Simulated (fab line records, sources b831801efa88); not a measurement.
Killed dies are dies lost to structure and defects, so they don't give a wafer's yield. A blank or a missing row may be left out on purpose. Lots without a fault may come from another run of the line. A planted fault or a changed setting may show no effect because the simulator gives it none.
fab line records | flow sky130
record lots=7 wafers=21 last_day=49
route steps=708 shown POLY_CUT@312 SD_P@320 PAD_OPEN@708
lots that met no fault: from a run of the same line without faults
start_h: hours from the record's first day to the start of the lot's first wafer shown | wait_h: hours since the lot's step before | " the same as in the row above | L1.1+2: a row that stands for several wafers | - no value, or no start given | * or withheld: withheld | < > ~ a bound
route shown NAME@n: a module of which the file shows steps, and the number in the route of the first | usual: mean/standard deviation of fault-free wafers | same: alike in all rows | chamber/n: place in a boat | sites: the reading at each site | _std_site: their standard deviation | _edge_site: outer sites' mean less inner sites' | radius_mm: how far each site lies from the wafer's centre | mask NAME#n: copy n | behind: the tool/chamber that last shaped the wafer | hold: why the lot was held/for how many hours/how that ended | device: the transistor (n, p or np) that didn't switch | end of line: the same wafers' tests at the end of the route | a step without rows: its recipe alone | killed: dies lost to structure and defects at the first sort, not the wafer's yield | map: a wafer's dies, x killed, . not, _ none there
set.NAME: the setting as run; set.NAME@STEP: as run at that earlier step | model.NAME: the simulator's own value behind a step, which no gauge read
lots at some steps of the route; a table a step, a row a wafer
services: from which hour (start_h, from the record's first day; less than 0 if before it) a tool's chamber was out of use, for how many hours, and why
## steps
# step SKY_POLY_CUT_EXPOSE_05
# recipe mask_id=NPCM na=0.8 source_shape=annular sigma_inner=0.55 sigma_outer=0.85 target_cd_nm=270 dose_mj=32
# step SKY_POLY_CUT_PEB_06
# recipe peb_temp_c=withheld peb_time_s=withheld resist=KrF-thick
# step SKY_POLY_CUT_DEVELOP_07
# recipe develop_time_s=60 resist=KrF-thick dev_temp_c=21
# step SKY_POLY_CUT_CD_MEAS_08
# recipe target_cd_nm=270
# usual cd_nm=269.9/1.3
# columns lot.wafer tool chamber start_h wait_h cd_nm
L487.1 cd_sem-01 - 554.26 - 269.5
L487.2 " - " " 270.4
L487.4 " - " " 270.3
L492.3 cd_sem-01 - 618.72 - 270.4
L492.4 " - " " 271.0
L492.5 " - " " 270.6
L496.3 cd_sem-02 - 655.20 - 267.5
L496.4 " - " " 267.1
L496.6 " - " " 267.1
L497.1 cd_sem-02 - 657.43 - 268.3
L497.3 " - " " 267.6
L497.5 " - " " 269.2
L498.4 cd_sem-01 - 676.11 - 269.5
L498.5 " - " " 269.9
L498.6 " - " " 270.7
L499.1 cd_sem-01 - 678.06 - 272.3
L499.2 " - " " 269.8
L499.5 " - " " 271.1
L501.3 cd_sem-02 - 682.10 - 270.2
L501.4 " - " " 268.9
L501.6 " - " " 270.6
# step SKY_POLY_CUT_OVL_MEAS_09
# usual POLY_CUT_OVL=3/4.9
# columns lot.wafer tool chamber start_h wait_h POLY_CUT_OVL[nm]
L487.1 overlay-02 - 554.38 0.1 3
L487.2 " - " " -2
L487.4 " - " " 1
L492.3 overlay-02 - 618.81 0.1 5
L492.4 " - " " 5
L492.5 " - " " 4
L496.3 overlay-02 - 655.29 0.1 -1
L496.4 " - " " 10
L496.6 " - " " 2
L497.1 overlay-01 - 657.55 0.1 -5
L497.3 " - " " -2
L497.5 " - " " 7
L498.4 overlay-02 - 676.21 0.1 -1
L498.5 " - " " 0
L498.6 " - " " -2
L499.1 overlay-02 - 678.18 0.1 -7
L499.2 " - " " -1
L499.5 " - " " 0
L501.3 overlay-02 - 682.19 0.1 5
L501.4 " - " " 8
L501.6 " - " " 9
# step SKY_POLY_CUT_ETCH_10
# recipe chemistry=N2/H2 target=BARC ion_energy_ev=200 source_w=492.5 bias_w=100 pressure_mtorr=30 n2_flow_sccm=100 h2_flow_sccm=200 stop_on=SiO2 time_s=45.9 target_depth_a=600
# usual drypump_motor_current_A=5.6/0.42 oes_product_au=0.855/0.005 throttle_valve_pct=13.225/0.008
# columns lot.wafer tool chamber start_h wait_h drypump_motor_current_A oes_product_au rf_hours_counter_h throttle_valve_pct
L487.1 rie_diel-03 2 554.42 0.0 5.1 0.855 0 13.220
L487.2 " 3 " " 6.0 0.851 7 13.213
L487.4 " 0 " " 5.9 0.865 36 13.202
L492.3 rie_diel-01 0 618.84 0.0 4.8 0.855 16 13.225
L492.4 " 1 " " 5.4 0.848 14 13.224
L492.5 " 3 " " 5.6 0.861 - 13.229
L496.3 rie_diel-04 0 655.32 0.0 5.5 0.857 14 13.221
L496.4 " 3 " " 6.4 0.851 52 13.237
L496.6 " 0 " " 5.5 0.854 - 13.234
L497.1 rie_diel-01 3 657.59 0.0 5.6 0.851 16 13.213
L497.3 " 0 " " 4.8 0.854 17 13.227
L497.5 " 1 " " 5.4 0.853 - 13.210
L498.4 rie_diel-03 2 676.22 0.0 5.1 0.857 3 13.223
L498.5 " 1 " " 5.5 0.857 - 13.221
L498.6 " 2 " " 5.1 0.861 - 13.231
L499.1 rie_diel-03 0 678.22 0.0 6.0 0.859 39 13.217
L499.2 " 2 " " 5.1 0.848 3 13.223
L499.5 " 3 " " 6.0 0.867 - 13.218
L501.3 rie_diel-01 0 682.22 0.0 4.8 0.870 17 13.212
L501.4 " 2 " " 6.1 0.855 16 13.227
L501.6 " 3 " " 5.6 0.853 - 13.222
# step SKY_POLY_CUT_ETCH_11
# recipe target=Si3N4 chemistry=CF4/CH2F2/Ar stop_on=poly-Si source_w=600 bias_w=150 pressure_mtorr=40 cf4_flow_sccm=40 ch2f2_flow_sccm=20 Ar_flow_sccm=150 time_s=42.5 target_depth_a=600
# usual cf4_flow_sccm=40.00/0.11 ch2f2_flow_sccm=20.00/0.063 drypump_motor_current_A=5.6/0.42 oes_product_au=0.829/0.0062 throttle_valve_pct=14.993/0.0083
# columns lot.wafer tool chamber start_h wait_h cf4_flow_sccm ch2f2_flow_sccm drypump_motor_current_A oes_product_au rf_hours_counter_h throttle_valve_pct
L487.1 rie_diel-03 2 554.46 0.0 40.02 19.94 5.1 0.836 0 14.991
L487.2 " 3 " " 39.95 19.93 6.0 0.836 7 15.005
L487.4 " 0 " " 40.11 19.96 6.0 0.826 36 14.985
L492.3 rie_diel-01 0 618.88 0.0 39.96 20.05 4.8 0.824 16 14.992
L492.4 " 1 " " 40.05 20.00 5.4 0.831 14 14.996
L492.5 " 3 " " 40.03 19.98 5.5 0.831 - 14.988
L496.3 rie_diel-04 0 655.36 0.0 39.97 19.99 5.4 0.828 14 14.985
L496.4 " 3 " " 40.03 19.96 6.4 0.842 52 14.989
L496.6 " 0 " " 39.98 19.97 5.4 0.835 - 14.988
L497.1 rie_diel-01 3 657.63 0.0 39.84 20.06 5.6 0.825 16 14.985
L497.3 " 0 " " 40.22 19.98 4.8 0.831 17 14.995
L497.5 " 1 " " 39.98 20.08 5.3 0.827 - 14.994
L498.4 rie_diel-03 2 676.27 0.0 39.94 19.86 5.1 0.831 3 15.006
L498.5 " 1 " " 40.01 19.98 5.5 0.831 - 14.985
L498.6 " 2 " " 39.92 19.99 5.1 0.825 - 14.988
L499.1 rie_diel-03 0 678.26 0.0 40.30 19.98 5.9 0.827 39 14.998
L499.2 " 2 " " 40.14 20.04 5.1 0.839 3 14.999
L499.5 " 3 " " 40.00 20.04 6.0 0.825 - 14.979
L501.3 rie_diel-01 0 682.26 0.0 39.96 19.98 4.8 0.843 17 14.992
L501.4 " 2 " " 39.72 19.99 6.1 0.829 16 14.998
L501.6 " 3 " " 39.93 20.07 5.6 0.835 - 14.991
# step SKY_POLY_CUT_STRIP_12
# recipe chemistry=O2/N2 power_w=1400 pressure_mtorr=1500 platen_temp_c=withheld o2_flow_sccm=3000 n2_flow_sccm=300 overash_fraction=0.5
# usual drypump_motor_current_A=5.79/0.24 o2_flow_sccm=3000/8.9 oes_product_au=0.453/0.0047 strip_time_to_endpoint_s=5.363/0.017
# columns lot.wafer tool chamber start_h wait_h drypump_motor_current_A o2_flow_sccm oes_product_au rf_hours_counter_h strip_time_to_endpoint_s
L487.1 plasma_asher-01 1 554.50 0.0 5.79 3010 0.455 12 5.356
L487.2 " 0 " " 5.60 3004 0.445 12 5.332
L487.4 " 1 " " 5.80 3010 0.460 - 5.360
L492.3 plasma_asher-04 0 618.95 0.1 6.22 2995 0.454 - 5.353
L492.4 " 1 " " 5.80 2998 0.454 - 5.373
L492.5 " 1 " " 5.80 2997 0.451 - 5.358
L496.3 plasma_asher-04 0 655.43 0.1 6.22 2998 0.454 - 5.360
L496.4 " 1 " " 5.77 2988 0.453 - 5.358
L496.6 " 1 " " 5.78 2985 0.454 - 5.389
L497.1 plasma_asher-01 1 657.67 0.0 5.83 2999 0.448 23 5.392
L497.3 " 1 " " 5.84 3015 0.449 - 5.377
L497.5 " 0 " " 5.58 3006 0.459 - 5.385
L498.4 plasma_asher-04 0 676.34 0.1 6.23 3007 0.449 - 5.339
L498.5 " 1 " " 5.79 3002 0.455 - 5.325
L498.6 " 0 " " 6.21 3016 0.456 - 5.349
L499.1 plasma_asher-04 1 678.30 0.0 5.79 2997 0.455 89 5.374
L499.2 " 0 " " 6.23 2990 0.460 89 5.364
L499.5 " 1 " " 5.80 3003 0.446 - 5.382
L501.3 plasma_asher-04 0 682.33 0.1 6.22 2999 0.457 - 5.342
L501.4 " 1 " " 5.81 3004 0.441 - 5.369
L501.6 " 1 " " 5.78 2989 0.451 - 5.338
# step SKY_SD_P_DEHYDRATE_00
# recipe temp_c=200 time_s=60
# step SKY_SD_P_HMDS_01
# recipe prime_time_s=60 prime_temp_c=120
# step SKY_SD_P_COAT_02
# recipe resist=NOVOLAK spin_rpm=3000 resist_thk_nm=1140
# step SKY_SD_P_SOFTBAKE_03
# recipe temp_c=90 time_s=60 resist=NOVOLAK
# step SKY_SD_P_EXPOSE_04
# recipe mask_id=PSDM na=0.6 source_shape=conventional sigma_outer=0.6 polarization=unpolarized target_cd_nm=380 dose_mj=138
# same sigma_outer=0.6
# columns lot.wafer tool chamber start_h wait_h mask model.SD_P.overlay_x_nm
L487.1+2+4 iline_stepper-02 0 568.64 - PSDM#0 0.1282
L492.3+4+5 iline_stepper-01 0 633.05 - PSDM#0 0.601
L496.3+4+6 iline_stepper-02 0 670.35 - PSDM#0 0.02044
L497.1+3+5 iline_stepper-02 0 672.77 - PSDM#0 74.52
L498.4+5+6 iline_stepper-02 0 689.73 - PSDM#0 73.59
L499.1+2+5 iline_stepper-01 0 692.36 - PSDM#0 -0.1233
L501.3+4+6 iline_stepper-02 0 696.73 - PSDM#0 73.75
# step SKY_SD_P_PEB_05
# recipe temp_c=withheld time_s=* resist=NOVOLAK
# step SKY_SD_P_DEVELOP_06
# recipe resist=NOVOLAK developer=TMAH develop_time_s=60 dev_temp_c=23
# step SKY_SD_P_CD_MEAS_07
# recipe target_cd_nm=380
# usual cd_nm=381/3.3
# columns lot.wafer tool chamber start_h wait_h cd_nm
L487.1 cd_sem-01 - 583.77 0.1 379
L487.2 " - " " 380
L487.4 " - " " 379
L492.3 cd_sem-02 - 647.34 0.1 383
L492.4 " - " " 384
L492.5 " - " " 384
L496.3 cd_sem-02 - 683.17 0.1 386
L496.4 " - " " 384
L496.6 " - " " 385
L497.1 cd_sem-02 - 685.98 0.1 378
L497.3 " - " " 378
L497.5 " - " " 378
L498.4 cd_sem-02 - 704.91 0.1 377
L498.5 " - " " 379
L498.6 " - " " 379
L499.1 cd_sem-01 - 706.30 0.1 379
L499.2 " - " " 379
L499.5 " - " " 379
L501.3 cd_sem-02 - 710.04 0.1 381
L501.4 " - " " 382
L501.6 " - " " 384
# step SKY_SD_P_OVL_MEAS_08
# usual SD_P_OVL=-1.0/1.6
# columns lot.wafer tool chamber start_h wait_h SD_P_OVL[nm]
L487.1 overlay-02 - 583.89 0.1 -1.1
L487.2 " - " " -0.2
L487.4 " - " " -0.9
L492.3 overlay-02 - 647.43 0.1 -0.6
L492.4 " - " " -0.9
L492.5 " - " " -1.3
L496.3 overlay-01 - 683.26 0.1 -2.3
L496.4 " - " " -1.0
L496.6 " - " " 0.1
L497.1 overlay-01 - 686.10 0.1 77.0
L497.3 " - " " 74.3
L497.5 " - " " 75.4
L498.4 overlay-01 - 704.99 0.1 73.5
L498.5 " - " " 71.6
L498.6 " - " " 72.3
L499.1 overlay-01 - 706.42 0.1 -2.8
L499.2 " - " " -3.1
L499.5 " - " " -1.3
L501.3 overlay-02 - 710.13 0.1 73.4
L501.4 " - " " 73.8
L501.6 " - " " 72.6
# step SKY_SD_P_IMPLANT_09
# recipe species=BF2 energy_kev=20 dose_cm2=3e+15 tilt_deg=0
# step SKY_PAD_OPEN_PROBE_99
# usual killed_at_M0_to_M3=43/7 killed_at_M4_up=3.3/1.8 killed_at_contacts=24/6.2 killed_at_front_end=16/4.7 killed_at_other=0.4/0.58 killed_dies=87/10 killed_open=47/6.4 killed_short=39/7
# same gross_dies=492 killed_at_back_side=0
# columns lot.wafer tool chamber start_h wait_h killed_at_M0_to_M3 killed_at_M4_up killed_at_contacts killed_at_front_end killed_at_other killed_dies killed_open killed_short
L487.1 prober-01 - 1070.83 0.1 39 3 20 20 0 82 45 37
L487.2 prober-01 - 1070.88 0.1 45 2 19 13 0 79 52 27
L487.4 prober-01 - 1070.98 0.2 42 3 20 19 0 84 38 46
L496.3 prober-02 - 1145.39 0.2 50 2 28 14 0 94 56 38
L496.4 prober-02 - 1145.44 0.2 48 0 27 11 1 87 49 37
L496.6 prober-02 - 1145.54 0.2 53 5 22 16 0 96 52 44
L497.1 prober-01 - 1147.29 0.1 45 6 36 17 1 105 59 45
L497.3 prober-01 - 1147.39 0.2 38 3 27 11 0 79 43 35
L497.5 prober-01 - 1147.49 0.2 47 3 22 12 0 84 44 40
L499.1 prober-02 - 1154.68 0.1 46 3 14 17 1 81 41 40
L499.2 prober-02 - 1154.73 0.1 44 5 18 14 0 81 44 37
L499.5 prober-02 - 1154.88 0.2 47 4 18 22 0 91 51 40
L498.4 prober-01 - 1159.45 0.2 40 3 21 19 1 84 51 33
L498.5 prober-01 - 1159.50 0.2 50 0 23 11 1 85 46 39
L498.6 prober-01 - 1159.55 0.2 36 3 23 19 1 82 40 42
L501.3 prober-01 - 1165.76 0.2 35 6 26 11 0 78 46 31
L501.4 prober-01 - 1165.81 0.2 32 3 27 29 0 91 46 41
L501.6 prober-01 - 1165.91 0.2 24 4 38 19 1 86 46 39
# killed by level:class
L487.1 VIA2:geometric_particle:open=8 VIA1:geometric_particle:open=7 POLY_GATE:geometric_particle:open=6 LI_CONTACT:geometric_particle:open=6 CONTACT:geometric_particle:open=6 LOCAL_INTERCONNECT:geometric_particle:short=5 VIA3:geometric_particle:open=4 METAL1:geometric_particle:short=4
L487.2 VIA1:geometric_particle:open=9 VIA2:geometric_particle:open=8 LI_CONTACT:geometric_particle:open=7 VIA3:geometric_particle:open=7 FIELD_ISO:geometric_particle:open=6 LOCAL_INTERCONNECT:geometric_particle:short=5 CONTACT:geometric_particle:open=4 METAL2:geometric_particle:short=4
L487.4 VIA1:geometric_particle:open=8 METAL3:geometric_particle:short=7 POLY_GATE:geometric_particle:short=6 METAL1:geometric_particle:short=6 LI_CONTACT:geometric_particle:open=5 LOCAL_INTERCONNECT:geometric_particle:short=5 CONTACT:geometric_particle:open=5 METAL2:geometric_particle:short=5
L496.3 VIA1:geometric_particle:open=15 CONTACT:geometric_particle:open=11 LI_CONTACT:geometric_particle:open=7 VIA2:geometric_particle:open=7 LOCAL_INTERCONNECT:geometric_particle:short=6 METAL2:geometric_particle:short=6 METAL1:geometric_particle:short=5 VIA1:geometric_particle:short=5
L496.4 LI_CONTACT:geometric_particle:open=12 VIA1:geometric_particle:open=12 CONTACT:geometric_particle:open=6 METAL1:geometric_particle:short=6 VIA2:geometric_particle:short=6 METAL2:geometric_particle:short=5 VIA1:geometric_particle:short=4 VIA2:geometric_particle:open=4
L496.6 VIA1:geometric_particle:open=13 VIA3:geometric_particle:open=8 CONTACT:geometric_particle:open=7 VIA1:geometric_particle:short=7 VIA2:geometric_particle:open=6 LOCAL_INTERCONNECT:geometric_particle:short=6 LI_CONTACT:geometric_particle:open=5 METAL2:geometric_particle:short=5
L497.1 LI_CONTACT:geometric_particle:open=11 CONTACT:geometric_particle:open=10 VIA2:geometric_particle:open=8 VIA3:geometric_particle:open=8 METAL2:geometric_particle:short=7 VIA1:geometric_particle:open=7 VIA3:geometric_particle:short=7 POLY_GATE:geometric_particle:short=5
L497.3 VIA1:geometric_particle:open=11 LI_CONTACT:geometric_particle:open=9 CONTACT:geometric_particle:open=9 LOCAL_INTERCONNECT:geometric_particle:short=5 METAL1:geometric_particle:short=5 VIA1:geometric_particle:short=5 VIA3:geometric_particle:short=5 POLY_GATE:geometric_particle:open=4
L497.5 METAL2:geometric_particle:short=10 VIA1:geometric_particle:open=10 LI_CONTACT:geometric_particle:open=9 VIA2:geometric_particle:open=7 VIA3:geometric_particle:open=6 CONTACT:geometric_particle:open=5 FIELD_ISO:geometric_particle:short=4 CONTACT:geometric_particle:short=4
L499.1 VIA1:geometric_particle:open=10 METAL1:geometric_particle:short=9 POLY_GATE:geometric_particle:open=7 METAL2:geometric_particle:short=7 VIA1:geometric_particle:short=7 LI_CONTACT:geometric_particle:open=5 VIA2:geometric_particle:open=5 FIELD_ISO:geometric_particle:open=4
L499.2 VIA1:geometric_particle:open=10 VIA2:geometric_particle:open=9 LI_CONTACT:geometric_particle:open=8 VIA1:geometric_particle:short=7 POLY_GATE:geometric_particle:short=5 LOCAL_INTERCONNECT:geometric_particle:short=5 VIA3:geometric_particle:open=5 METAL1:geometric_particle:short=4
L499.5 VIA1:geometric_particle:open=11 POLY_GATE:geometric_particle:open=7 POLY_GATE:geometric_particle:short=7 LI_CONTACT:geometric_particle:open=7 METAL2:geometric_particle:short=6 CONTACT:geometric_particle:open=5 VIA1:geometric_particle:short=5 VIA2:geometric_particle:open=5
L498.4 VIA1:geometric_particle:open=10 CONTACT:geometric_particle:open=8 VIA3:geometric_particle:open=8 LI_CONTACT:geometric_particle:open=6 METAL2:geometric_particle:short=6 VIA2:geometric_particle:open=5 FIELD_ISO:geometric_particle:short=4 FIELD_ISO:geometric_particle:open=4
L498.5 CONTACT:geometric_particle:open=11 VIA3:geometric_particle:open=10 VIA1:geometric_particle:open=9 VIA1:geometric_particle:short=6 FIELD_ISO:geometric_particle:short=5 VIA3:geometric_particle:short=5 LI_CONTACT:geometric_particle:open=4 METAL2:geometric_particle:short=4
L498.6 VIA1:geometric_particle:open=12 FIELD_ISO:geometric_particle:short=8 CONTACT:geometric_particle:open=7 LI_CONTACT:geometric_particle:open=6 POLY_GATE:geometric_particle:short=5 METAL1:geometric_particle:short=5 VIA3:geometric_particle:open=5 LI_CONTACT:geometric_particle:short=4
L501.3 CONTACT:geometric_particle:open=10 VIA1:geometric_particle:open=8 LI_CONTACT:geometric_particle:open=6 CONTACT:geometric_particle:short=6 VIA3:geometric_particle:open=6 FIELD_ISO:geometric_particle:open=4 VIA2:geometric_particle:short=4 VIA2:geometric_particle:open=4
L501.4 CONTACT:geometric_particle:open=11 FIELD_ISO:geometric_particle:short=7 FIELD_ISO:geometric_particle:open=7 POLY_GATE:geometric_particle:short=7 VIA1:geometric_particle:open=7 LI_CONTACT:geometric_particle:open=6 VIA1:geometric_particle:short=6 VIA2:geometric_particle:open=6
L501.6 CONTACT:geometric_particle:open=11 LI_CONTACT:geometric_particle:open=10 CONTACT:geometric_particle:short=9 VIA3:geometric_particle:open=7 VIA1:geometric_particle:open=7 FIELD_ISO:geometric_particle:short=5 LOCAL_INTERCONNECT:geometric_particle:short=4 FIELD_ISO:geometric_particle:open=4
## services
# columns tool chamber start_h hours kind
rie_diel-03 3 533.66 8.5 repair
plasma_asher-04 - 557.40 2.8 pm
rie_diel-04 2 563.71 7.0 repair
rie_diel-04 0 564.88 4.6 repair
iline_stepper-01 0 567.86 - calibration
rie_diel-01 3 576.84 7.6 repair
iline_stepper-02 - 589.09 1.7 pm
rie_diel-04 1 592.21 14.7 repair
plasma_asher-01 - 594.49 1.9 repair
iline_stepper-01 - 615.91 3.8 repair
rie_diel-04 1 630.25 1.7 repair
rie_diel-04 3 633.21 5.3 repair
iline_stepper-01 - 642.91 2.1 pm
iline_stepper-01 - 644.99 - consumable_replace:lamp
rie_diel-03 1 647.18 7.3 repair
iline_stepper-02 - 661.76 4.4 pm
rie_diel-04 2 668.20 8.2 repair
rie_diel-04 3 693.96 - clean
rie_diel-04 3 693.96 22.6 scheduled_down
rie_diel-04 3 693.96 22.6 vent_cycle
## key
first_sign step=SKY_SD_P_OVL_MEAS_08 reading=SD_P_OVL direction=up sigmas=47 usual=-1.0 struck=73.8
effect none on later readings
model_effect step=SKY_SD_P_EXPOSE_04 value=SD_P.overlay_x_nm without=0.5443 struck=73.96
met_at SKY_SD_P_EXPOSE_04
struck_wafers L497.1,L497.3,L497.5,L498.4,L498.5,L498.6,L501.3,L501.4,L501.6
tester_left_out L497,L498,L501
onset_between 670.35 672.77
fault kind=scanner_matching_overlay tool=iline_stepper-02 chamber=- onset_h=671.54 steps=SKY_SD_P_EXPOSE_04 offset=73.411
# tester_left_out: of these lots the tester's yield and bins aren't shown, on N5 and GAA mostly nor the transistor test; their killed dies are dies lost to structure and defects alone, not to doping, threshold or leakage, so they don't give the yield
